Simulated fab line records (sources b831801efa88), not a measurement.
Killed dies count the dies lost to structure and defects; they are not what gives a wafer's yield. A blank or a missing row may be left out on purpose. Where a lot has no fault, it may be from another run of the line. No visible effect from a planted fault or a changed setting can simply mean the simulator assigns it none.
A sampling plan put to the test    flow sky130    each of the 16 faults these records tell of, on one fab line, judged from the records of the lots it struck
The plan consists of the line's own looks: route steps at which the wafer is read by a gauge or an inspection but not changed. Where struck wafers have a number at a look and the file lists that look's usual mean and standard deviation on fault-free wafers, the look can be judged. Caught: 4 or more of those standard deviations (sigma) separate the usual mean from the mean of the struck wafers at a look after the fault's first step. On the tool: the fault's steps, tested the same way using the tool's own readings. A different recipe on the struck wafers counts as caught too, as does a record blank only for those wafers.

## THE FAULTS, as the simulator had put them in
1. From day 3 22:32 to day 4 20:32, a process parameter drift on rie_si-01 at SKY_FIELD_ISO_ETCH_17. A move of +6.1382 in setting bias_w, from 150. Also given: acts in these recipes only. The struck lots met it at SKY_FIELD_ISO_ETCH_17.
2. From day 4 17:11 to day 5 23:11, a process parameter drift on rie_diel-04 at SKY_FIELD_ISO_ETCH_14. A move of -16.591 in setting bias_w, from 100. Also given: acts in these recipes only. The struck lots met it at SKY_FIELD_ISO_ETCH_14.
3. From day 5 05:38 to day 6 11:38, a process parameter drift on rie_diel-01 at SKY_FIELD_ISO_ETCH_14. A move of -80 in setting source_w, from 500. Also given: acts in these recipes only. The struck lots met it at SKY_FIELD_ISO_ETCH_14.
4. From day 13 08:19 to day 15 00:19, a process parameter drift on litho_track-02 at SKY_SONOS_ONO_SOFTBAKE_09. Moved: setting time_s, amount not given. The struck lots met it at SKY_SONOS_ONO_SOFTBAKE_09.
5. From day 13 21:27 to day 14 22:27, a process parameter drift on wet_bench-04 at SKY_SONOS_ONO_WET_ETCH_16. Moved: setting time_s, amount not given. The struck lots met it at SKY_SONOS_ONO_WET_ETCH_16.
6. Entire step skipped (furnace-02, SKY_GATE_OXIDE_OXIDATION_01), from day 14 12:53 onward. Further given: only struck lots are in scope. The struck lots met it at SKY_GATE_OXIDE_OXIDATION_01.
7. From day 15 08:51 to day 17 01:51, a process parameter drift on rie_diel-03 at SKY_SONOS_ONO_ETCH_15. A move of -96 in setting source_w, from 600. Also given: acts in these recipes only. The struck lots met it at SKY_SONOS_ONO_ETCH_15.
8. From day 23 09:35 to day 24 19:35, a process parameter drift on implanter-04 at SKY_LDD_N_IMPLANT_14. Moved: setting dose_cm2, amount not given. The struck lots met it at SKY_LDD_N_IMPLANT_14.
9. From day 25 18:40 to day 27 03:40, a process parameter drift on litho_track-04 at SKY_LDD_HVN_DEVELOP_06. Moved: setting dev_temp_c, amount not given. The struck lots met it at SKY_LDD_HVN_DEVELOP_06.
10. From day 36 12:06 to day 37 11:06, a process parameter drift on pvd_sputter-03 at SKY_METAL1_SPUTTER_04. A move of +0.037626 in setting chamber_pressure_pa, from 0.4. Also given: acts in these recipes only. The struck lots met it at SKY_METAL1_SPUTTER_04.
11. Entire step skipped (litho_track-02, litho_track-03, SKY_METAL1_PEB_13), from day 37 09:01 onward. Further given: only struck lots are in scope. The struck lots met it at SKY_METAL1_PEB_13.
12. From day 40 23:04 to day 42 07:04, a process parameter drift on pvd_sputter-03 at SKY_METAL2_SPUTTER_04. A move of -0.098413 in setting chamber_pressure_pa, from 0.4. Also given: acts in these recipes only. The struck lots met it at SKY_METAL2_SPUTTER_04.
13. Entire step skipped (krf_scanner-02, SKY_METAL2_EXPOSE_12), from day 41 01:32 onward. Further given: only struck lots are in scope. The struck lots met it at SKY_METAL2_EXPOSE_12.
14. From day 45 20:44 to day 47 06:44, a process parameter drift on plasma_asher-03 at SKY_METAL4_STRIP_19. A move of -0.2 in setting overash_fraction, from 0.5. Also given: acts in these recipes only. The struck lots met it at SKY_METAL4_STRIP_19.
15. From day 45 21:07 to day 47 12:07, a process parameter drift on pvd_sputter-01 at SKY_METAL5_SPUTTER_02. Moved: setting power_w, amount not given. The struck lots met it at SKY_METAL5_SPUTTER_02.
16. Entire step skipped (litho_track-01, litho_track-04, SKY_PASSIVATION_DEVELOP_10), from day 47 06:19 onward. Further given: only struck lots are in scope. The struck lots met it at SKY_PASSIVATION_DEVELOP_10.

## WHAT THE PLAN SAW
fault  on the tool itself                                first look that catches it      reading, sigma  median hours from its first step to that look  hours from the fault's start to the first struck lot there  judged looks passed uncaught
1      bias_w +15 sigma                                  no look after it can be judged  -               -                                              -                                                           0
2      bias_w -50 sigma                                  no look after it can be judged  -               -                                              -                                                           0
3      rf_fwd_power_W -29 sigma                          no look after it can be judged  -               -                                              -                                                           0
4      heater_power_total_W +36 sigma                    no look after it can be judged  -               -                                              -                                                           0
5      run_length_s -34 sigma                            no look after it can be judged  -               -                                              -                                                           0
6      the tool's record is blank for the struck wafers  no look after it can be judged  -               -                                              -                                                           0
7      rf_fwd_power_W -28 sigma                          no look after it can be judged  -               -                                              -                                                           0
8      dose_ions_cm2 +28 sigma                           no look after it can be judged  -               -                                              -                                                           0
9      developer_temp_C -9.4 sigma                       no look after it can be judged  -               -                                              -                                                           0
10     chamber_pressure_pa +43 sigma                     no look after it can be judged  -               -                                              -                                                           0
11     no reading that can be judged                     no look after it can be judged  -               -                                              -                                                           0
12     chamber_pressure_pa -99 or beyond sigma           no look after it can be judged  -               -                                              -                                                           0
13     no reading that can be judged                     no look after it can be judged  -               -                                              -                                                           0
14     under 2 sigma                                     no look after it can be judged  -               -                                              -                                                           0
15     cathode_dc_power_W +99 or beyond sigma            no look after it can be judged  -               -                                              -                                                           0
16     the tool's record is blank for the struck wafers  no look after it can be judged  -               -                                              -                                                           0
A dash: the fault isn't caught, or these records don't give the number.

Caught at a look: 0 of 16. Caught on the tool: 13 of 16. By one or the other: 13 of 16.
Faults caught by the tool alone: 1, 2, 3, 4, 5, 6, 7, 8, 9, 10, 12, 15, 16.
Caught by neither: faults 11, 13, 14.
